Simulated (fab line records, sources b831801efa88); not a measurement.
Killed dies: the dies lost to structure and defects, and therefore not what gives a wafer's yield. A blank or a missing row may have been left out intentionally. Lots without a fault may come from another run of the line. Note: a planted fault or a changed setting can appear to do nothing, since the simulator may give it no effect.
Which of the tools did it?    flow sky130    Sampling: 14 lots, 42 wafers, 3 of 708 route steps

== WHAT THE GAUGES SHOWED, per wafer ==
SKY_METAL1_OVL_MEAS_16. Usual: METAL1_OVL typically reads 2 nm, with standard deviation 4.6.
lot   measured      on          METAL1_OVL (nm)  flag
L576  day 32 21:00  overlay-02  5 6 -1           
L578  day 33 06:14  overlay-01  10 7 6           
L577  day 33 08:36  overlay-01  2 -3 -1          
L580  day 34 09:15  overlay-01  2 -1 -1          
L579  day 34 13:37  overlay-01  1 7 0            
L581  day 34 21:24  overlay-02  2 8 5            
L582  day 35 08:16  overlay-01  1 0 -1           
L583  day 35 12:05  overlay-01  2 6 9            
L587  day 37 01:03  overlay-02  0 1 -3           
L590  day 37 04:20  overlay-02  -6 -4 -2         
L594  day 38 11:56  overlay-01  8 15 9           
L595  day 38 16:17  overlay-01  0 7 0            
L596  day 38 23:04  overlay-01  8 4 7            
L597  day 39 11:07  overlay-02  2 3 11           

== TOOL THAT RAN EACH LOT (tool first, then ch and the chambers of the sampled wafers, then the start) ==
lot   SKY_CONTACT_ETCH_17                 SKY_METAL1_SPUTTER_03
L576  rie diel-04 ch 0,2,3, day 31 16:04  pvd sputter-01, day 31 17:29
L578  rie diel-04 ch 0,1,2, day 32 01:09  pvd sputter-01, day 32 02:36
L577  rie diel-02 ch 1,2,3, day 32 04:34  pvd sputter-04, day 32 05:58
L580  rie diel-02 ch 1,2,3, day 33 04:14  pvd sputter-04, day 33 05:42
L579  rie diel-04 ch 0,2,3, day 33 08:57  pvd sputter-04, day 33 10:23
L581  rie diel-01 ch 1,3, day 33 16:13    pvd sputter-04, day 33 17:40
L582  rie diel-01 ch 0,1,3, day 34 03:59  pvd sputter-02, day 34 05:26
L583  rie diel-01 ch 0,3, day 34 07:32    pvd sputter-01, day 34 08:56
L587  rie diel-04 ch 0,2, day 35 21:05    pvd sputter-01, day 35 22:29
L590  rie diel-04 ch 0,1, day 36 00:37    pvd sputter-04, day 36 02:02
L594  rie diel-01 ch 0,1,2, day 37 09:06  pvd sputter-02, day 37 10:32
L595  rie diel-02 ch 1,2,3, day 37 13:40  pvd sputter-01, day 37 15:04
L596  rie diel-04 ch 0,1,2, day 37 20:48  pvd sputter-01, day 37 22:13
L597  rie diel-04 ch 0,2, day 38 08:10    pvd sputter-04, day 38 09:34
- SKY_CONTACT_ETCH_17: etches SiO2 in C4F8/O2/Ar, stops on Si3N4, target depth 340 nm.
- SKY_METAL1_SPUTTER_03: material Ti, target thk 5 nm, time 3.3 s.

== WHAT THE TOOLS THEMSELVES READ (means of the sampled wafers that have a number; where no wafer has one, the mark that the record gives instead) ==
SKY_CONTACT_ETCH_17. Usual: oes product au at 0.891 a.u., with a standard deviation of 0.005.
lot   tool         oes product au (a.u.)  flag
L576  rie diel-04  0.888                  
L578  rie diel-04  0.890                  
L577  rie diel-02  0.891                  
L580  rie diel-02  0.892                  
L579  rie diel-04  0.884                  
L581  rie diel-01  0.889                  
L582  rie diel-01  0.894                  
L583  rie diel-01  0.893                  
L587  rie diel-04  0.893                  
L590  rie diel-04  0.891                  
L594  rie diel-01  0.892                  
L595  rie diel-02  0.893                  
L596  rie diel-04  0.885                  
L597  rie diel-04  0.893                  

SKY_METAL1_SPUTTER_03. Usual: throttle valve pct at 30.4 %, with a standard deviation of 1.1.
lot   tool            throttle valve pct (%)  flag
L576  pvd sputter-01  29.7                    
L578  pvd sputter-01  29.2                    
L577  pvd sputter-04  30.9                    
L580  pvd sputter-04  30.7                    
L579  pvd sputter-04  32.3                    
L581  pvd sputter-04  30.6                    
L582  pvd sputter-02  30.1                    
L583  pvd sputter-01  29.9                    
L587  pvd sputter-01  30.1                    
L590  pvd sputter-04  31.2                    
L594  pvd sputter-02  30.1                    
L595  pvd sputter-01  29.5                    
L596  pvd sputter-01  29.6                    
L597  pvd sputter-04  31.9                    

== THE ANSWER, worked out from the rows above alone ==
Rule: a lot is off if the mean of its wafers that have a number lies more than 3 standard deviations from the usual mean. Also off: a lot with no number at a reading for which 4 or more lots have one. All remaining lots with rows at the step are treated as sound. After the gauges, taken in route order, come the tools' own readings; for these a lot's mean is taken, as printed above. The first step at which some lot is off is used, and at that step the reading that is off furthest; a lot without a number counts as furthest.
No lot is off at any reading shown: from this, nothing can be told.

== WHAT WAS PUT IN BY THE SIMULATOR ==
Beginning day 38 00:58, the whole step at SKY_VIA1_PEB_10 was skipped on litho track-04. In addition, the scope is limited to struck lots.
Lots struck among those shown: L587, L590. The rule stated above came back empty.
